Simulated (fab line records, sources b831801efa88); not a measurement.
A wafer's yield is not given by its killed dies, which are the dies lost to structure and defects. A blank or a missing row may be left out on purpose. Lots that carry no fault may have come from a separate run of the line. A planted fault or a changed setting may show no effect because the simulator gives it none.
Chamber matching    flow sky130    SKY_CONTACT_CMP_27 on cmp-01: 4 sister chambers
The step polishes, stops on SiO2, t overpolish 15 s, target thk 0 nm. 18 wafers are shown with their chamber, then 9 later ones without.

== WAFERS WITH THEIR CHAMBER ==
wafer   chamber  motor current A (A)  time to endpoint s (s)  retaining ring pressure frac
L074.2  2        11.2                 84.0                    0.995
L074.3  3        10.2                 85.0                    0.998
L074.4  1        10.1                 85.8                    0.992
L078.1  0        11.8                 79.3                    0.993
L078.2  2        12.7                 80.1                    0.990
L078.3  1        9.6                  80.0                    0.999
L080.1  2        12.5                 78.2                    1.002
L080.3  3        10.0                 78.6                    0.993
L080.4  0        11.8                 75.6                    1.002
L082.2  3        10.7                 79.7                    0.996
L082.5  2        12.5                 76.1                    0.999
L082.6  3        10.2                 78.3                    0.998
L083.1  0        12.4                 78.7                    0.986
L083.3  1        10.1                 84.4                    1.014
L083.6  1        10.1                 83.1                    1.007
L088.1  2        12.7                 80.2                    1.003
L088.4  1        10.5                 82.3                    1.005
L088.5  1        9.5                  83.2                    1.004

SIGNATURES (averages over the wafers above)
reading                       chamber 0  chamber 1  chamber 2  chamber 3  scatter within a chamber
motor current A               12.000     9.983      12.320     10.275     0.448
time to endpoint s            77.867     83.133     79.720     80.400     2.54
retaining ring pressure frac  0.99367    1.00350    0.99780    0.99625    0.0062
Rule: for a wafer and a chamber, the distance is found by dividing, reading by reading, the gap between the wafer's reading and the chamber's mean by the reading's scatter, squaring, summing and taking the root. If the next closest chamber is less than 2 further off than the closest, the wafer can't be placed; otherwise it belongs to the closest. The scatter: the root of (the sum of the squares of (reading less its chamber's mean) over the shown wafers, divided by (wafers less chambers)).

== WAFERS WITHOUT THEIR CHAMBER ==
wafer   motor current A (A)  time to endpoint s (s)  retaining ring pressure frac
L090.1  13.0                 81.2                    0.999
L090.5  10.2                 86.0                    1.002
L090.6  12.5                 81.5                    1.001
L093.2  12.3                 82.8                    0.995
L093.3  11.6                 81.3                    0.996
L093.4  9.7                  82.7                    0.998
L097.1  12.2                 85.1                    0.998
L097.2  9.6                  88.8                    0.988
L097.3  12.1                 83.0                    1.008

== WHICH CHAMBER EACH ONE RAN IN ==
wafer   from the rows above           in truth
L090.1  can't be placed: 2 or 0       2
L090.5  can't be placed: 1 or 3       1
L090.6  can't be placed: 2 or 0       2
L093.2  can't be placed: 2 or 0       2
L093.3  can't be placed: 0 or 2 or 3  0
L093.4  can't be placed: 1 or 3       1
L097.1  can't be placed: 2 or 0       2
L097.2  can't be placed: 1 or 3       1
L097.3  can't be placed: 2 or 0       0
0 of 9 placed correctly. Can't be placed from these rows: 9 (the true chamber is among the candidates in 9). 0 placed wrongly.
